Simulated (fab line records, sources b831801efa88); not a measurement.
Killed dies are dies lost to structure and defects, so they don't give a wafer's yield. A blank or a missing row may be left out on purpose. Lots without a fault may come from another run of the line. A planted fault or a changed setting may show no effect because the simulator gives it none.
fab line records | flow sfq_line
record lots=7 wafers=21 last_day=86
route steps=325 shown M7@285 I7@296 M8@311
lots that met no fault: from a run of the same line without faults
start_h: hours from the record's first day to the start of the lot's first wafer shown | wait_h: hours since the lot's step before | " the same as in the row above | L1.1+2: a row that stands for several wafers | - no value, or no start given | * or withheld: withheld | < > ~ a bound
route shown NAME@n: a module of which the file shows steps, and the number in the route of the first | usual: mean/standard deviation of fault-free wafers | same: alike in all rows | chamber/n: place in a boat | sites: the reading at each site | _std_site: their standard deviation | _edge_site: outer sites' mean less inner sites' | radius_mm: how far each site lies from the wafer's centre | mask NAME#n: copy n | behind: the tool/chamber that last shaped the wafer | hold: why the lot was held/for how many hours/how that ended | device: the transistor (n, p or np) that didn't switch | end of line: the same wafers' tests at the end of the route | a step without rows: its recipe alone | killed: dies lost to structure and defects at the first sort, not the wafer's yield | map: a wafer's dies, x killed, . not, _ none there
set.NAME: the setting as run; set.NAME@STEP: as run at that earlier step | model.NAME: the simulator's own value behind a step, which no gauge read
lots at some steps of the route; a table a step, a row a wafer
services: from which hour (start_h, from the record's first day; less than 0 if before it) a tool's chamber was out of use, for how many hours, and why
## steps
# step SFQ_TRILAYER_M7_LITHO_COAT_182
# recipe resist=BARC spin_rpm=3000 resist_thk_nm=62
# step SFQ_TRILAYER_M7_LITHO_COAT_177
# recipe resist=KrF spin_rpm=3000 resist_thk_nm=600
# step SFQ_TRILAYER_M7_LITHO_SOFTBAKE_181
# recipe temp_c=withheld time_s=withheld resist=KrF
# step SFQ_TRILAYER_M7_LITHO_EXPOSE_178
# recipe mask_id=M7 na=0.6 source_shape=conventional sigma_outer=0.65 target_cd_nm=500 dose_mj=14.4
# step SFQ_TRILAYER_M7_LITHO_PEB_180
# recipe peb_temp_c=115 peb_time_s=60 resist=KrF
# step SFQ_TRILAYER_M7_LITHO_DEVELOP_179
# recipe time_s=60 resist=KrF
# step SFQ_M7_OVL_MEAS_945
# usual M7_OVL=-2/5.1
# columns lot.wafer tool chamber start_h wait_h M7_OVL[nm]
L430.4 overlay-01 - 1915.66 0.1 -2
L430.5 " - " " -6
L430.6 " - " " -3
L434.1 overlay-02 - 1977.01 0.1 4
L434.2 " - " " 10
L434.6 " - " " 1
L438.2 overlay-01 - 1993.42 0.1 -3
L438.5 " - " " -2
L438.6 " - " " -6
L440.3 overlay-01 - 2004.02 0.1 -1
L440.4 " - " " 0
L440.6 " - " " -4
L442.2 overlay-01 - 2016.02 0.1 -8
L442.3 " - " " -11
L442.4 " - " " -9
L443.1 overlay-02 - 2020.36 0.1 -1
L443.2 " - " " 2
L443.5 " - " " 3
L450.1 overlay-02 - 2045.56 0.1 -1
L450.4 " - " " 4
L450.6 " - " " -2
# step SFQ_TRILAYER_M7_BARC_OPEN_METAL_ETCH_229
# recipe mask_material=PR chemistry=O2 target_depth_nm=125 target=BARC icp_w=600 bias_w=80 pressure_mtorr=10 time_s=41.7
# step SFQ_TRILAYER_M7_ETCH_METAL_ETCH_180
# recipe target=Nb stop_on=SiO2 mask_material=PR chemistry=Cl2/Ar target_depth_nm=240 icp_w=600 bias_w=80 pressure_mtorr=10 time_s=120
# usual drypump_motor_current_A=5.66/0.14 oes_product_au=0.898/0.0078
# columns lot.wafer tool chamber start_h wait_h drypump_motor_current_A oes_product_au rf_hours_counter_h
L430.4 rie_metal-02 0 1915.77 0.1 5.59 0.906 -
L430.5 " 0 " " 5.58 0.900 -
L430.6 " 1 " " 5.77 0.911 -
L434.1 rie_metal-02 0 1977.11 0.0 5.59 0.892 108
L434.2 " 1 " " 5.73 0.890 31
L434.6 " 0 " " 5.59 0.897 -
L438.2 rie_metal-02 1 1993.51 0.0 5.76 0.896 34
L438.5 " 0 " " 5.59 0.895 -
L438.6 " 1 " " 5.80 0.897 -
L440.3 rie_metal-04 0 2004.15 0.1 5.59 0.897 -
L440.4 " 1 " " 5.64 0.886 -
L440.6 " 0 " " 5.61 0.890 -
L442.2 rie_metal-02 1 2016.11 0.0 5.77 0.907 38
L442.3 " 0 " " 5.58 0.889 -
L442.4 " 1 " " 5.79 0.908 -
L443.1 rie_metal-04 0 2020.46 0.0 5.58 0.909 115
L443.2 " 1 " " 5.66 0.904 99
L443.5 " 1 " " 5.65 0.908 -
L450.1 rie_metal-04 1 2045.68 0.1 5.65 0.911 104
L450.4 " 1 " " 5.68 0.915 -
L450.6 " 0 " " 5.61 0.899 -
# step SFQ_TRILAYER_M7_STRIP_STRIP_181
# recipe gas=O2 power_w=200 platen_temp_c=40 overash_fraction=0.65 chemistry=O2 pressure_mtorr=50
# usual drypump_motor_current_A=5.65/0.14 oes_product_au=1.005/0.0094
# columns lot.wafer tool chamber start_h wait_h drypump_motor_current_A oes_product_au rf_hours_counter_h
L430.4 rie_metal-02 0 1916.06 0.2 5.59 1.001 -
L430.5 " 0 " " 5.58 1.000 -
L430.6 " 1 " " 5.84 1.008 -
L434.1 rie_metal-02 0 1977.23 0.1 5.58 1.009 108
L434.2 " 1 " " 5.73 1.009 31
L434.6 " 0 " " 5.58 1.006 -
L438.2 rie_metal-02 1 1993.63 0.1 5.79 1.020 34
L438.5 " 0 " " 5.59 1.016 -
L438.6 " 1 " " 5.79 1.014 -
L440.3 rie_metal-04 0 2004.43 0.2 5.58 0.982 -
L440.4 " 1 " " 5.66 0.997 -
L440.6 " 0 " " 5.57 0.992 -
L442.2 rie_metal-02 1 2016.23 0.1 5.78 1.010 38
L442.3 " 0 " " 5.58 1.009 -
L442.4 " 1 " " 5.75 1.004 -
L443.1 rie_metal-04 0 2020.58 0.1 5.57 0.993 115
L443.2 " 1 " " 5.67 0.999 99
L443.5 " 1 " " 5.64 1.004 -
L450.1 rie_metal-04 1 2045.85 0.1 5.66 1.001 104
L450.4 " 1 " " 5.67 1.002 -
L450.6 " 0 " " 5.59 0.987 -
# step SFQ_TRILAYER_M7_STRIP_SOLV_CLEAN_182
# recipe chemistry=NMP temp_c=70 time_s=600
# step SFQ_TRILAYER_I7_DEP_PECVD_183
# recipe material=SiO2 temp_c=150 time_s=111.11 pressure_torr=2.4 rf_w=183.3 precursor=SiH4/N2O target_thk_nm=500
# usual heater_power_w=87/14 throttle_valve_pct=25.0/1.4
# columns lot.wafer tool chamber start_h wait_h heater_power_w throttle_valve_pct
L430.4 pecvd-01 2 1916.67 0.0 78 24.9
L430.5 " 0 " " 81 27.6
L430.6 " 1 " " 90 25.3
L434.1 pecvd-01 2 1978.01 0.0 89 24.9
L434.2 " 1 " " 83 25.3
L434.6 " 2 " " 89 25.2
L438.2 pecvd-03 1 1994.41 0.0 68 24.3
L438.5 " 1 " " 67 24.2
L438.6 " 0 " " 70 22.8
L440.3 pecvd-04 2 2005.01 0.0 80 26.1
L440.4 " 2 " " 83 26.2
L440.6 " 1 " " 92 24.4
L442.2 pecvd-01 1 2017.01 0.0 96 25.2
L442.3 " 2 " " 87 24.9
L442.4 " 1 " " 97 25.3
L443.1 pecvd-01 1 2021.36 0.0 101 25.1
L443.2 " 2 " " 90 25.1
L443.5 " 0 " " 72 27.5
L450.1 pecvd-03 2 2046.82 0.0 124 23.3
L450.4 " 0 " " 76 23.5
L450.6 " 1 " " 67 24.4
# step SFQ_TRILAYER_I7_CMP_CMP_184
# recipe material=SiO2 down_force_psi=3 platen_rpm=60 pad_velocity_m_s=0.94248
# usual motor_current_A=9.8/0.98 slurry_filter_dp_kPa=13.50/0.12 time_to_endpoint_s=216/7.9
# columns lot.wafer tool chamber start_h wait_h motor_current_A slurry_filter_dp_kPa time_to_endpoint_s model.SiO2_of_TRILAYER_I7_DEP_PECVD_183.thk_nm
L430.4 cmp-01 0 1917.71 1.0 10.0 13.43 236 200.8
L430.5 " 2 1918.71 2.0 9.3 13.57 231 200.3
L430.6 " 3 " " 10.1 13.50 224 199.8
L434.2 cmp-02 0 1979.77 1.7 8.6 13.48 211 200.8
L434.1 " 1 " " 10.6 13.53 215 200.1
L434.6 " 2 " " 11.1 13.79 216 198.6
L438.2 cmp-02 3 1994.49 0.0 11.4 13.71 226 201.7
L438.5 " 3 1996.49 2.0 10.8 13.48 293 311.4
L438.6 " 0 " " 8.8 13.46 234 201.2
L440.4 cmp-02 0 2005.09 0.0 8.9 13.41 294 310.2
L440.3 " 1 " " 10.9 13.35 209 198.7
L440.6 " 1 2007.59 2.5 10.4 13.57 221 199.8
L442.3 cmp-02 3 2017.09 0.0 11.1 13.45 216 200.5
L442.4 " 0 " " 9.0 13.45 284 305.8
L442.2 " 2 2018.59 1.5 11.7 13.59 212 199.7
L443.1 cmp-01 3 2023.18 1.8 9.7 13.48 209 199.4
L443.2 " 0 " " 9.6 13.37 205 199.2
L443.5 " 1 " " 8.7 13.62 211 198.5
L450.1 cmp-01 3 2048.99 2.1 9.8 13.45 201 199.8
L450.4 " 2 2050.49 3.6 9.6 13.47 222 200.7
L450.6 " 0 2051.49 4.6 9.4 13.32 227 201.1
# step SFQ_I7_BOW_MEAS_946
# recipe mode=bow
# usual I7_BOW=9/9
# columns lot.wafer tool chamber start_h wait_h I7_BOW[um]
L430.4 film_metro-03 - 1919.77 1.6 -4
L430.5 " - " " -6
L430.6 " - " " 17
L434.1 film_metro-01 - 1981.77 1.0 1
L434.2 " - " " 4
L434.6 " - " " 1
L438.2 film_metro-02 - 1997.51 2.5 -6
L438.5 " - " " -4
L438.6 " - " " 11
L440.3 film_metro-01 - 2008.13 2.0 32
L440.4 " - " " 13
L440.6 " - " " 18
L442.2 film_metro-02 - 2020.11 1.0 10
L442.3 " - " " 5
L442.4 " - " " 21
L443.1 film_metro-03 - 2025.18 1.5 5
L443.2 " - " " 7
L443.5 " - " " 2
L450.1 film_metro-01 - 2051.99 2.5 13
L450.4 " - " " 16
L450.6 " - " " 14
# step SFQ_TRILAYER_I7_METRO_MEASURE_185
# usual thk_nm=200.1/1.1
# columns lot.wafer tool chamber start_h wait_h thk_nm
L430.4 film_metro-03 - 1920.43 0.6 200.8
L430.5 " - " " 200.3
L430.6 " - " " 199.9
L434.1 film_metro-01 - 1981.89 0.1 200.2
L434.2 " - " " 200.8
L434.6 " - " " 198.6
L438.2 film_metro-02 - 1997.81 0.3 201.8
L438.5 " - " " 311.3
L438.6 " - " " 201.1
L440.3 film_metro-01 - 2008.61 0.5 198.6
L440.4 " - " " 310.6
L440.6 " - " " 199.8
L442.2 film_metro-02 - 2020.41 0.3 199.6
L442.3 " - " " 200.5
L442.4 " - " " 305.7
L443.1 film_metro-03 - 2025.30 0.1 199.3
L443.2 " - " " 199.2
L443.5 " - " " 198.5
L450.1 film_metro-01 - 2052.11 0.1 199.7
L450.4 " - " " 200.8
L450.6 " - " " 201.2
# step SFQ_TRILAYER_I7_VIA_LITHO_COAT_192
# recipe resist=BARC spin_rpm=3000 resist_thk_nm=62
# step SFQ_TRILAYER_I7_VIA_LITHO_COAT_187
# recipe resist=KrF spin_rpm=3000 resist_thk_nm=650
# step SFQ_TRILAYER_I7_VIA_LITHO_SOFTBAKE_191
# recipe temp_c=withheld time_s=withheld resist=KrF
# step SFQ_TRILAYER_I7_VIA_LITHO_EXPOSE_188
# recipe mask_id=I7 na=0.6 source_shape=conventional sigma_outer=0.65 target_cd_nm=1000 dose_mj=21.3
# step SFQ_TRILAYER_I7_VIA_LITHO_PEB_190
# recipe peb_temp_c=115 peb_time_s=60 resist=KrF
# step SFQ_TRILAYER_I7_VIA_LITHO_DEVELOP_189
# recipe time_s=60 resist=KrF
# step SFQ_I7_OVL_MEAS_947
# usual I7_OVL=-3/5.1
# columns lot.wafer tool chamber start_h wait_h I7_OVL[nm]
L430.4 overlay-01 - 1925.43 0.1 -5
L430.5 " - " " -5
L430.6 " - " " -1
L434.1 overlay-02 - 1997.31 0.1 4
L434.2 " - " " 2
L434.6 " - " " 5
L438.2 overlay-02 - 2011.51 0.1 -7
L438.5 " - " " -15
L438.6 " - " " -9
L440.3 overlay-01 - 2021.12 0.1 -8
L440.4 " - " " -2
L440.6 " - " " -10
L442.2 overlay-01 - 2028.31 0.1 1
L442.3 " - " " 1
L442.4 " - " " 4
L443.1 overlay-01 - 2031.91 0.1 -4
L443.2 " - " " -9
L443.5 " - " " -9
L450.1 overlay-01 - 2059.51 0.1 -3
L450.4 " - " " -8
L450.6 " - " " -4
# step SFQ_TRILAYER_I7_VIA_BARC_OPEN_VIA_ETCH_260
# recipe mask_material=PR chemistry=O2 target_depth_nm=125 target=BARC source_w=500 bias_w=80 pressure_mtorr=30 time_s=41.7
# usual drypump_motor_current_A=5.8/0.56 oes_product_au=0.685/0.0044
# columns lot.wafer tool chamber start_h wait_h drypump_motor_current_A oes_product_au rf_hours_counter_h
L430.4 rie_diel-01 3 1925.45 0.0 6.1 0.688 18
L430.5 " 2 " " 5.8 0.687 -
L430.6 " 1 " " 5.0 0.694 -
L434.1 rie_diel-01 3 1997.34 0.0 6.1 0.688 20
L434.2 " 2 " " 5.8 0.689 8
L434.6 " 2 " " 5.8 0.684 -
L438.2 rie_diel-03 0 2011.54 0.0 6.2 0.681 11
L438.5 " 2 " " 6.4 0.687 -
L438.6 " 1 " " 6.8 0.682 -
L440.3 rie_diel-03 0 2021.14 0.0 6.2 0.678 11
L440.4 " 1 " " 6.8 0.686 2
L440.6 " 2 " " 6.4 0.685 -
L442.2 rie_diel-03 3 2028.34 0.0 5.8 0.694 0
L442.3 " 0 " " 6.2 0.683 11
L442.4 " 2 " " 6.4 0.680 19
L443.1 rie_diel-02 1 2031.94 0.0 4.8 0.678 8
L443.2 " 2 " " 6.3 0.674 19
L443.5 " 0 " " 6.0 0.683 -
L450.1 rie_diel-01 0 2059.54 0.0 5.5 0.682 18
L450.4 " 1 " " 5.0 0.687 9
L450.6 " 2 " " 5.8 0.680 -
# step SFQ_TRILAYER_I7_VIA_ETCH_VIA_ETCH_190
# recipe target=SiO2 stop_on=Nb mask_material=PR taper_deg=20 chemistry=CHF3 target_depth_nm=260 source_w=500 bias_w=80 pressure_mtorr=30 time_s=withheld
# usual drypump_motor_current_A=5.8/0.56 oes_product_au=0.855/0.0049
# columns lot.wafer tool chamber start_h wait_h drypump_motor_current_A oes_product_au model.etch.depth_nm model.I7.feature_depth_nm
L430.4 rie_diel-01 3 1925.49 0.0 6.1 0.859 200.8 200.8
L430.5 " 2 " " 5.8 0.856 200.3 200.3
L430.6 " 1 " " 5.0 0.855 199.8 199.8
L434.1 rie_diel-01 3 1997.38 0.0 6.0 0.853 200.1 200.1
L434.2 " 2 " " 5.9 0.853 200.8 200.8
L434.6 " 2 " " 5.8 0.858 198.6 198.6
L438.2 rie_diel-03 0 2011.58 0.0 6.2 0.858 201.7 201.7
L438.5 " 2 " " 6.4 1.007 261.5 261.5
L438.6 " 1 " " 6.8 0.862 201.2 201.2
L440.3 rie_diel-03 0 2021.18 0.0 6.2 0.850 198.7 198.7
L440.4 " 1 " " 6.8 0.997 259.8 259.8
L440.6 " 2 " " 6.4 0.865 199.8 199.8
L442.2 rie_diel-03 3 2028.38 0.0 5.8 0.854 199.7 199.7
L442.3 " 0 " " 6.1 0.858 200.5 200.5
L442.4 " 2 " " 6.4 1.015 263.2 263.2
L443.1 rie_diel-02 1 2031.98 0.0 4.8 0.839 199.4 199.4
L443.2 " 2 " " 6.3 0.858 199.2 199.2
L443.5 " 0 " " 6.0 0.858 198.5 198.5
L450.1 rie_diel-01 0 2059.58 0.0 5.4 0.848 199.8 199.8
L450.4 " 1 " " 5.0 0.859 200.7 200.7
L450.6 " 2 " " 5.8 0.862 201.1 201.1
# step SFQ_TRILAYER_I7_VIA_STRIP_STRIP_191
# recipe gas=O2 power_w=200 platen_temp_c=40 overash_fraction=0.65 chemistry=O2 pressure_mtorr=50
# usual drypump_motor_current_A=5.6/0.41 oes_product_au=1.000/0.008
# columns lot.wafer tool chamber start_h wait_h drypump_motor_current_A oes_product_au rf_hours_counter_h
L430.4 rie_metal-04 1 1925.80 - 5.7 1.007 -
L430.5 " 0 " " 5.6 0.992 -
L430.6 " 1 " " 5.7 1.003 -
L434.1 rie_metal-01 1 1997.50 - 6.0 1.013 125
L434.2 " 0 " " 5.2 0.999 109
L434.6 " 1 " " 6.0 0.999 -
L438.2 rie_metal-04 1 2011.70 - 5.7 1.002 98
L438.5 " 1 " " 5.6 1.004 -
L438.6 " 0 " " 5.6 1.002 -
L440.3 rie_metal-01 0 2021.70 - 5.2 1.008 -
L440.4 " 0 " " 5.2 1.010 -
L440.6 " 0 " " 5.2 1.000 -
L442.2 rie_metal-03 1 2028.50 - 4.8 0.997 31
L442.3 " 0 " " 6.2 1.010 -
L442.4 " 1 " " 4.8 0.988 -
L443.1 rie_metal-03 1 2032.10 - 4.8 0.996 31
L443.2 " 0 " " 6.2 1.001 80
L443.5 " 0 " " 6.2 1.004 -
L450.1 rie_metal-04 1 2059.70 - 5.6 1.002 106
L450.4 " 0 " " 5.6 0.988 -
L450.6 " 0 " " 5.6 0.988 -
# step SFQ_TRILAYER_I7_VIA_STRIP_SOLV_CLEAN_192
# recipe chemistry=NMP temp_c=70 time_s=600
# step SFQ_TRILAYER_M8_LITHO_LOR_COAT_197
# recipe resist=lift-off spin_rpm=3000
# step SFQ_TRILAYER_M8_LITHO_LOR_BAKE_198
# recipe resist=lift-off temp_c=withheld time_s=withheld
# step SFQ_TRILAYER_M8_LITHO_COAT_193
# recipe resist=KrF spin_rpm=3000 resist_thk_nm=600
# step SFQ_TRILAYER_M8_LITHO_SOFTBAKE_199
# recipe temp_c=withheld time_s=withheld resist=KrF
# step SFQ_TRILAYER_M8_LITHO_EXPOSE_194
# recipe mask_id=M8 na=0.6 source_shape=conventional sigma_outer=0.65 target_cd_nm=2000 dose_mj=14.4
# step SFQ_TRILAYER_M8_LITHO_PEB_196
# recipe peb_temp_c=115 peb_time_s=60 resist=KrF
# step SFQ_TRILAYER_M8_LITHO_DEVELOP_195
# recipe img_clear_s=15 time_s=55 resist=KrF
# step SFQ_M8_OVL_MEAS_948
# usual M8_OVL=3/5.7
# columns lot.wafer tool chamber start_h wait_h M8_OVL[nm]
L430.4 overlay-02 - 1931.26 0.1 11
L430.5 " - " " 10
L430.6 " - " " 5
L434.1 overlay-02 - 2012.70 0.1 0
L434.2 " - " " 6
L434.6 " - " " 7
L438.2 overlay-01 - 2024.71 0.1 -5
L438.5 " - " " -5
L438.6 " - " " -1
L440.3 overlay-01 - 2029.51 0.1 3
L440.4 " - " " 0
L440.6 " - " " 6
L442.2 overlay-01 - 2035.51 0.1 7
L442.3 " - " " 11
L442.4 " - " " 14
L443.1 overlay-01 - 2040.30 0.1 -4
L443.2 " - " " -2
L443.5 " - " " -3
L450.1 overlay-01 - 2067.90 0.1 1
L450.4 " - " " 3
L450.6 " - " " 6
# step SFQ_TRILAYER_M8_DEP_EVAP_197
# recipe material=Ti angular_spread_deg=1 target_thk_nm=20 time_s=100 power_w=2000
# step SFQ_TRILAYER_M8_DEP_EVAP_198
# recipe material=Pt angular_spread_deg=1 target_thk_nm=50 time_s=250 power_w=2000
# step SFQ_TRILAYER_M8_DEP_EVAP_196
# recipe material=Au angular_spread_deg=1 target_thk_nm=180 time_s=900 power_w=2000
# step SFQ_M8_RS_MEAS_949
# recipe thk_meas_gauge=four-point-probe reads=Au_of_TRILAYER_M8_DEP_EVAP_196+Pt_of_TRILAYER_M8_DEP_EVAP_198+Ti_of_TRILAYER_M8_DEP_EVAP_197
# usual M8_AU_RS=0.1536/0.0015
# columns lot.wafer tool chamber start_h wait_h M8_AU_RS[ohm/sq]
L430.4 film_metro-04 - 1932.08 0.3 0.1502
L430.5 " - " " 0.1505
L430.6 " - " " 0.1530
L434.1 film_metro-02 - 2013.48 0.3 0.1546
L434.2 " - " " 0.1530
L434.6 " - " " 0.1551
L438.2 film_metro-02 - 2025.50 0.3 0.1542
L438.5 " - " " 0.1559
L438.6 " - " " 0.1535
L440.3 film_metro-03 - 2030.32 0.3 0.1506
L440.4 " - " " 0.1542
L440.6 " - " " 0.1534
L442.2 film_metro-04 - 2036.30 0.3 0.1543
L442.3 " - " " 0.1529
L442.4 " - " " 0.1531
L443.1 film_metro-04 - 2041.08 0.3 0.1518
L443.2 " - " " 0.1518
L443.5 " - " " 0.1515
L450.1 film_metro-04 - 2068.68 0.3 0.1536
L450.4 " - " " 0.1519
L450.6 " - " " 0.1525
# step SFQ_M8_THK_MEAS_950
# recipe thk_meas_gauge=xrf reads=Au_of_TRILAYER_M8_DEP_EVAP_196
# usual M8_AU_THK=180.0/2.6
# columns lot.wafer tool chamber start_h wait_h M8_AU_THK[nm]
L430.4 film_metro-04 - 1932.17 0.1 186.6
L430.5 " - " " 186.2
L430.6 " - " " 183.5
L434.1 film_metro-02 - 2013.60 0.1 178.5
L434.2 " - " " 181.0
L434.6 " - " " 178.4
L438.2 film_metro-02 - 2025.61 0.1 178.1
L438.5 " - " " 175.7
L438.6 " - " " 178.9
L440.3 film_metro-03 - 2030.42 0.1 181.5
L440.4 " - " " 176.8
L440.6 " - " " 178.0
L442.2 film_metro-04 - 2036.41 0.1 180.7
L442.3 " - " " 182.7
L442.4 " - " " 181.7
L443.1 film_metro-04 - 2041.20 0.1 184.5
L443.2 " - " " 184.1
L443.5 " - " " 184.1
L450.1 film_metro-04 - 2068.80 0.1 182.6
L450.4 " - " " 184.2
L450.6 " - " " 182.8
# step SFQ_TRILAYER_M8_LIFTOFF_LIFTOFF_197
# recipe temp_c=80 time_s=600 chemistry=NMP
# step SFQ_M8_BOW_MEAS_951
# recipe mode=bow
# usual M8_BOW=9/8.9
# columns lot.wafer tool chamber start_h wait_h M8_BOW[um] model.etest.i7.link_ohm
L430.4 film_metro-02 - 1932.43 0.1 -2 1.022
L430.5 " - " " -4 1.023
L430.6 " - " " 18 1.034
L434.1 film_metro-03 - 2013.84 0.0 3 1.052
L434.2 " - " " 5 1.059
L434.6 " - " " 2 1.052
L438.2 film_metro-04 - 2025.86 0.0 -8 1.051
L438.5 " - " " -4 1e+06
L438.6 " - " " 12 1.065
L440.3 film_metro-02 - 2030.68 0.0 33 1.045
L440.4 " - " " 13 1e+06
L440.6 " - " " 19 1.056
L442.2 film_metro-03 - 2036.66 0.0 12 1.045
L442.3 " - " " 7 1.044
L442.4 " - " " 21 1e+06
L443.1 film_metro-04 - 2041.44 0.0 6 1.028
L443.2 " - " " 9 1.038
L443.5 " - " " 1 1.026
L450.1 film_metro-03 - 2069.04 0.0 13 1.037
L450.4 " - " " 16 1.034
L450.6 " - " " 14 1.038
## services
# columns tool chamber start_h hours kind
rie_metal-03 - 1892.23 2.8 pm
pecvd-01 1 1894.83 12.9 repair
pecvd-01 - 1896.33 12.7 repair
film_metro-01 - 1912.63 0.6 pm
film_metro-01 - 1915.71 4.9 pm
film_metro-01 - 1920.61 2.0 pm
rie_diel-01 2 1927.38 9.8 repair
film_metro-02 - 1930.64 1.7 pm
cmp-01 - 1935.81 1.1 repair
rie_diel-02 1 1938.95 2.6 repair
cmp-01 - 1942.64 4.0 pm
rie_diel-02 - 1945.10 0.9 repair
film_metro-03 - 1963.80 0.5 pm
film_metro-03 - 1965.54 1.4 pm
pecvd-01 2 1966.25 10.5 repair
rie_diel-03 - 2003.50 5.5 repair
pecvd-01 - 2009.20 6.0 pm
cmp-02 - 2011.39 5.5 pm
cmp-01 - 2025.18 5.1 pm
cmp-01 - 2030.28 6.7 pm
film_metro-01 - 2031.44 0.6 pm
rie_diel-01 - 2035.97 2.8 pm
rie_metal-02 - 2048.80 2.8 pm
pecvd-01 - 2049.32 2.5 repair
## key
first_sign step=SFQ_TRILAYER_I7_CMP_CMP_184 reading=time_to_endpoint_s direction=up sigmas=9.4 usual=* struck=*
effect step=SFQ_TRILAYER_I7_METRO_MEASURE_185 reading=thk_nm direction=up sigmas=99+ usual=200.1 struck=309.2
effect step=SFQ_TRILAYER_I7_VIA_ETCH_VIA_ETCH_190 reading=oes_product_au direction=up sigmas=31 usual=0.855 struck=1.006
model_effect step=SFQ_TRILAYER_I7_CMP_CMP_184 value=SiO2_of_TRILAYER_I7_DEP_PECVD_183.thk_nm without=200 struck=309.1
model_effect step=SFQ_TRILAYER_I7_VIA_ETCH_VIA_ETCH_190 value=etch.depth_nm without=200 struck=261.5
model_effect step=SFQ_M8_BOW_MEAS_951 value=etest.i7.link_ohm without=1.044 struck=1e+06
met_at SFQ_TRILAYER_I7_CMP_CMP_184
struck_wafers L438.5,L440.4,L442.4
onset_between 1979.77 1994.49
fault kind=process_parameter_drift tool=cmp-02 chamber=- onset_h=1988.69 steps=SFQ_TRILAYER_I7_CMP_CMP_184 channel=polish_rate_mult offset=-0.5 shape=step end_h=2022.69 scope=struck_wafers_only
